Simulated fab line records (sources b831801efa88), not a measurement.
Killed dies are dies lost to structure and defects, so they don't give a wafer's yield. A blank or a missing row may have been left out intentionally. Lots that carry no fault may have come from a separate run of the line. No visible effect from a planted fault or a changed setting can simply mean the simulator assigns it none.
What tool caused it? / flow sfq_line / Sampling: 7 lots, 20 wafers, 2 of 325 route steps

## WHAT EACH GAUGE READ, for each wafer
SFQ_M3_RS_MEAS_919: measures by four-point-probe.
lot=L783; measured=day 30 13:11; on=film_metro-01; M3_NB_RS (ohm/sq)=0.884 0.883 0.889
lot=L785; measured=day 31 04:20; on=film_metro-03; M3_NB_RS (ohm/sq)=0.885 0.890 0.888
lot=L793; measured=day 34 06:24; on=film_metro-01; M3_NB_RS (ohm/sq)=0.923 0.910
lot=L798; measured=day 37 04:16; on=film_metro-01; M3_NB_RS (ohm/sq)=0.894 0.895 0.890
lot=L800; measured=day 37 23:10; on=film_metro-01; M3_NB_RS (ohm/sq)=0.908 0.907 0.907
lot=L802; measured=day 38 13:41; on=film_metro-01; M3_NB_RS (ohm/sq)=0.900 0.907 0.914
lot=L804; measured=day 39 15:03; on=film_metro-01; M3_NB_RS (ohm/sq)=0.901 0.893 0.898

## WHAT TOOL EACH LOT RAN ON (gives the tool, then ch and the chambers of the sampled wafers, and finally the start)
lot=L783; SFQ_TRILAYER_M3_DEP_SPUTTER_073=pvd_sputter-04, day 30 13:05
lot=L785; SFQ_TRILAYER_M3_DEP_SPUTTER_073=pvd_sputter-04, day 31 04:12
lot=L793; SFQ_TRILAYER_M3_DEP_SPUTTER_073=pvd_sputter-04, day 34 06:16
lot=L798; SFQ_TRILAYER_M3_DEP_SPUTTER_073=pvd_sputter-03, day 37 04:09
lot=L800; SFQ_TRILAYER_M3_DEP_SPUTTER_073=pvd_sputter-04, day 37 23:04
lot=L802; SFQ_TRILAYER_M3_DEP_SPUTTER_073=pvd_sputter-04, day 38 13:36
lot=L804; SFQ_TRILAYER_M3_DEP_SPUTTER_073=pvd_sputter-04, day 39 14:55
- SFQ_TRILAYER_M3_DEP_SPUTTER_073: material Nb, target thk 200 nm, time 133.3 s.

## THE ANSWER, worked out from the rows above alone
Rule: the lots themselves supply what counts as usual. The widest of any qualifying gaps counts: lots, ordered by their means at a reading, are off when they make up no more than a third of the lots, leave a main group of 4 or more, and stand apart from it by 3 or more times the standard deviation of that group's means. If all means in a main group match to the digits the tables above print for the reading, that group is not used. Also off: a lot with no number at a reading for which 4 or more lots have one. All remaining lots with rows at the step are treated as sound.
Nothing can be told from this: no lot is off at any reading shown.

## WHAT THE SIMULATOR PUT IN
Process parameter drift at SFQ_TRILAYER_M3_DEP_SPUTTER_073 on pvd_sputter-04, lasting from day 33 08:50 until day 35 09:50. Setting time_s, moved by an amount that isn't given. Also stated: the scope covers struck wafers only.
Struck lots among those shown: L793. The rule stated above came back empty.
